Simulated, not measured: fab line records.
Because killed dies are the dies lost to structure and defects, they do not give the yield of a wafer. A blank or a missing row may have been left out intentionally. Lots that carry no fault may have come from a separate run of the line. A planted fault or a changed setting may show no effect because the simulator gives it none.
Which of the tools did it? / flow sky130 / 33 wafers from 11 lots sampled at 3 of the route's 708 steps

## WHAT EACH GAUGE READ, for each wafer
SKY_LI_CONTACT_RS_MEAS_22: measurement is done with a four-point probe.
lot=L268; measured=day 30 12:52; on=film-metro-02; LI_CONTACT_W_RS (ohm/sq)=0.289 0.287 0.286
lot=L269; measured=day 30 18:59; on=film-metro-01; LI_CONTACT_W_RS (ohm/sq)=0.273 0.471 0.283
lot=L270; measured=day 31 09:05; on=film-metro-02; LI_CONTACT_W_RS (ohm/sq)=0.468 0.284 0.273
lot=L279; measured=day 34 05:58; on=film-metro-04; LI_CONTACT_W_RS (ohm/sq)=0.289 0.277 0.287
lot=L280; measured=day 34 10:04; on=film-metro-04; LI_CONTACT_W_RS (ohm/sq)=0.286 0.288 0.276
lot=L281; measured=day 34 12:53; on=film-metro-04; LI_CONTACT_W_RS (ohm/sq)=0.286 0.288 0.278
lot=L282; measured=day 34 16:46; on=film-metro-01; LI_CONTACT_W_RS (ohm/sq)=0.289 0.284 0.283
lot=L283; measured=day 34 17:25; on=film-metro-02; LI_CONTACT_W_RS (ohm/sq)=0.274 0.274 0.287
lot=L285; measured=day 35 14:31; on=film-metro-01; LI_CONTACT_W_RS (ohm/sq)=0.292 0.281 0.280
lot=L288; measured=day 36 02:34; on=film-metro-01; LI_CONTACT_W_RS (ohm/sq)=0.286 0.289 0.288
lot=L289; measured=day 36 21:34; on=film-metro-02; LI_CONTACT_W_RS (ohm/sq)=0.287 0.288 0.291

## WHICH TOOL RAN EACH LOT (tool, then ch and the chambers of the sampled wafers, then the start)
lot=L268; SKY_LI_CONTACT_ETCH_15=rie-diel-01 ch 1,3, day 30 12:14; SKY_LI_CONTACT_CVD_21=cvd-w-01 ch 0, day 30 12:45
lot=L269; SKY_LI_CONTACT_ETCH_15=rie-diel-04 ch 0,1,2, day 30 18:17; SKY_LI_CONTACT_CVD_21=cvd-w-01 ch 0,1, day 30 18:50
lot=L270; SKY_LI_CONTACT_ETCH_15=rie-diel-04 ch 0,1,3, day 31 08:26; SKY_LI_CONTACT_CVD_21=cvd-w-01 ch 0,1, day 31 08:57
lot=L279; SKY_LI_CONTACT_ETCH_15=rie-diel-01 ch 1,2,3, day 34 05:20; SKY_LI_CONTACT_CVD_21=cvd-w-01 ch 0,1, day 34 05:51
lot=L280; SKY_LI_CONTACT_ETCH_15=rie-diel-01 ch 1,2,3, day 34 09:25; SKY_LI_CONTACT_CVD_21=cvd-w-01 ch 0,1, day 34 09:56
lot=L281; SKY_LI_CONTACT_ETCH_15=rie-diel-04 ch 1,2,3, day 34 12:14; SKY_LI_CONTACT_CVD_21=cvd-w-01 ch 0,1, day 34 12:45
lot=L282; SKY_LI_CONTACT_ETCH_15=rie-diel-01 ch 1,2, day 34 16:08; SKY_LI_CONTACT_CVD_21=cvd-w-02 ch 0,1, day 34 16:39
lot=L283; SKY_LI_CONTACT_ETCH_15=rie-diel-03 ch 2,3, day 34 16:47; SKY_LI_CONTACT_CVD_21=cvd-w-01 ch 0,1, day 34 17:18
lot=L285; SKY_LI_CONTACT_ETCH_15=rie-diel-01 ch 0,3, day 35 13:53; SKY_LI_CONTACT_CVD_21=cvd-w-01 ch 0,1, day 35 14:24
lot=L288; SKY_LI_CONTACT_ETCH_15=rie-diel-04 ch 1,2,3, day 36 01:46; SKY_LI_CONTACT_CVD_21=cvd-w-02 ch 1, day 36 02:20
lot=L289; SKY_LI_CONTACT_ETCH_15=rie-diel-01 ch 0,1,2, day 36 20:47; SKY_LI_CONTACT_CVD_21=cvd-w-01 ch 0, day 36 21:19
- SKY_LI_CONTACT_ETCH_15: etches PSG in C4F8/O2/Ar, stops on Si, target depth 600 nm.
- SKY_LI_CONTACT_CVD_21: deposits W, target thk 400 nm, time 120.56 s.

## THE ANSWER, worked out from the rows above alone
Rule: the lots themselves supply what counts as usual. The widest of any qualifying gaps counts: lots, ordered by their means at a reading, are off when they make up no more than a third of the lots, leave a main group of 4 or more, and stand apart from it by 3 or more times the standard deviation of that group's means. If all means in a main group match to the digits the tables above print for the reading, that group is not used. A lot without any number at a reading at which 4 lots or more have one is off too. Any other lot the step has rows for is counted as sound.
Off: L269, L270, at SKY_LI_CONTACT_RS_MEAS_22 (LI_CONTACT_W_RS). The main group: mean 0.285 ohm/sq, standard deviation 0.0029.
A tool fits if, at a process step before that reading, it ran every lot that is off, and no sound lot after the first of them. Gauges at SKY_LI_CONTACT_RS_MEAS_22: tried the same way as those tools. Of those tried, none fits.

## WHAT HAD BEEN PUT IN BY THE SIMULATOR
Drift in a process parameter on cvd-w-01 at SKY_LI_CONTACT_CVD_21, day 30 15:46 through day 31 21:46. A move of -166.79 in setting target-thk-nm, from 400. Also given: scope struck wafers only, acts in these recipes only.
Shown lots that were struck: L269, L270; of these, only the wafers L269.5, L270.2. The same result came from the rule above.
